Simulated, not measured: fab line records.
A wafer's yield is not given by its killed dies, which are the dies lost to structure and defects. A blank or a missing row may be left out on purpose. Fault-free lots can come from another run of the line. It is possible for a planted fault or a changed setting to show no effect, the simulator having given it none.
Matching of chambers | flow sky130 | SKY_LI_CONTACT_CMP_24 on cmp-02: 4 sister chambers
The step polishes, stops on PSG, t overpolish 20 s, target thk 0 nm. 18 wafers are shown with their chamber, then 9 later ones without.

EACH WAFER AND ITS CHAMBER
wafer  | chamber | motorCurrentA (A) | timeToEndpointS (s) | overpolishRunS (s)
L207.2 | 0       | 10.4              | 94.9                | 20.000
L207.3 | 2       | 11.2              | 95.5                | 19.997
L207.4 | 1       | 10.5              | 92.7                | 20.002
L208.2 | 1       | 11.4              | 89.4                | 20.005
L208.3 | 3       | 10.6              | 92.2                | 20.012
L208.5 | 1       | 11.5              | 92.8                | 20.002
L210.2 | 1       | 12.0              | 97.2                | 19.995
L210.4 | 0       | 10.2              | 94.8                | 20.010
L210.6 | 0       | 10.1              | 97.2                | 20.000
L224.2 | 2       | 11.0              | 94.6                | 19.998
L224.5 | 2       | 10.8              | 94.8                | 19.993
L224.6 | 3       | 11.1              | 94.9                | 19.978
L225.4 | 2       | 11.7              | 95.8                | 20.002
L225.5 | 1       | 11.9              | 95.7                | 19.983
L225.6 | 2       | 11.2              | 97.0                | 19.995
L226.1 | 1       | 10.8              | 97.4                | 20.002
L226.2 | 2       | 11.2              | 102.1               | 20.009
L226.5 | 0       | 10.3              | 95.8                | 20.003

SIGNATURES (averages over the wafers above)
reading         | chamber 0 | chamber 1 | chamber 2 | chamber 3 | scatter within a chamber
motorCurrentA   | 10.250    | 11.350    | 11.183    | 10.850    | 0.414
timeToEndpointS | 95.675    | 94.200    | 96.633    | 93.550    | 2.61
overpolishRunS  | 20.00325  | 19.99817  | 19.99900  | 19.99500  | 0.00903
Rule: distance of a wafer from a chamber = root of the sum over the readings of ((wafer's reading minus chamber's mean) / reading's scatter) squared. If the next closest chamber is less than 2 further off than the closest, the wafer can't be placed; otherwise it belongs to the closest. The scatter is the square root of a quotient: the sum, over the shown wafers, of each reading's squared deviation from its chamber's mean, divided by wafers minus chambers.

WAFERS WITH NO CHAMBER GIVEN
wafer  | motorCurrentA (A) | timeToEndpointS (s) | overpolishRunS (s)
L228.1 | 11.5              | 99.8                | 20.008
L228.4 | 10.2              | 96.2                | 20.008
L228.5 | 10.0              | 95.0                | 20.003
L230.1 | 11.4              | 99.3                | 20.012
L230.4 | 11.9              | 98.2                | 19.996
L230.5 | 10.2              | 97.3                | 19.984
L229.2 | 11.5              | 93.7                | 20.003
L229.3 | 10.8              | 99.8                | 20.014
L229.4 | 10.9              | 97.2                | 19.987

EACH ONE'S CHAMBER
wafer  | from the rows above               | in truth
L228.1 | can't be placed: 2 or 1 or 3 or 0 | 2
L228.4 | can't be placed: 0 or 3           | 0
L228.5 | can't be placed: 0 or 3           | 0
L230.1 | can't be placed: 2 or 1 or 3 or 0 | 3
L230.4 | can't be placed: 2 or 1 or 3      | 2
L230.5 | can't be placed: 0 or 3 or 2 or 1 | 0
L229.2 | can't be placed: 1 or 2 or 3      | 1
L229.3 | can't be placed: 2 or 0 or 1 or 3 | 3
L229.4 | can't be placed: 2 or 3 or 1 or 0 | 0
Placed correctly: 0 of 9. Cannot be placed on the basis of these rows: 9; the candidates contain the true chamber in 9. 0 placed wrongly.
